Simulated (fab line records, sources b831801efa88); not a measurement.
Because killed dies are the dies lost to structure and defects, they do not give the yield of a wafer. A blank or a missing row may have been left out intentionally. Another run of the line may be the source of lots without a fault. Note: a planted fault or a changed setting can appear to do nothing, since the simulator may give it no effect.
What tool caused it? ; flow gf180mcu ; 18 wafers from 6 lots sampled at 3 of the route's 602 steps

== WHAT THE GAUGES READ, wafer by wafer ==
GF_LVPWELL_OVL_MEAS_07.
lot;measured;on;LVPWELL_OVL (nm)
L617;day 4 08:42;overlay-02;-0.5 -2.5 0.0
L621;day 5 06:37;overlay-02;1.0 -0.1 -0.2
L625;day 6 05:25;overlay-02;-0.2 2.5 0.6
L633;day 8 01:02;overlay-02;-0.3 -0.5 -0.5
L635;day 8 13:02;overlay-02;0.6 1.9 2.8
L638;day 9 04:52;overlay-02;-0.8 -0.2 0.8

== TOOL THAT RAN EACH LOT (tool first, then ch and the chambers of the sampled wafers, then the start) ==
lot;GF_STI_CMP_25;GF_LVPWELL_EXPOSE_04
L617;cmp-01 ch 0,1, day 2 15:23;iline-stepper-01 ch 0, day 4 02:26
L621;cmp-01 ch 0,1,3, day 3 09:47;iline-stepper-02 ch 0, day 4 23:58
L625;cmp-02 ch 0,2, day 4 08:21;iline-stepper-02 ch 0, day 5 22:11
L633;cmp-01 ch 1,3, day 5 23:50;iline-stepper-01 ch 0, day 7 17:18
L635;cmp-02 ch 0,1, day 6 10:05;iline-stepper-01 ch 0, day 8 04:29
L638;cmp-01 ch 0,3, day 7 01:26;iline-stepper-02 ch 0, day 8 20:38
- GF_STI_CMP_25: polishes, stops on Si3N4, t overpolish 33 s, target thk 524.6 nm.
- GF_LVPWELL_EXPOSE_04: exposes mask LVPWELL, target cd 600 nm.

== THE ANSWER, worked out from the rows above alone ==
Rule: the lots themselves supply what counts as usual. The widest of any qualifying gaps counts: lots, ordered by their means at a reading, are off when they make up no more than a third of the lots, leave a main group of 4 or more, and stand apart from it by 3 or more times the standard deviation of that group's means. Not used: any main group whose means are identical at the precision the tables above print for the reading. Also off: a lot with no number at a reading for which 4 or more lots have one. The other lots that the step has rows for count as sound.
Across all readings shown, no lot is off: no conclusion can be drawn from this.

== WHAT THE SIMULATOR HAD INSERTED ==
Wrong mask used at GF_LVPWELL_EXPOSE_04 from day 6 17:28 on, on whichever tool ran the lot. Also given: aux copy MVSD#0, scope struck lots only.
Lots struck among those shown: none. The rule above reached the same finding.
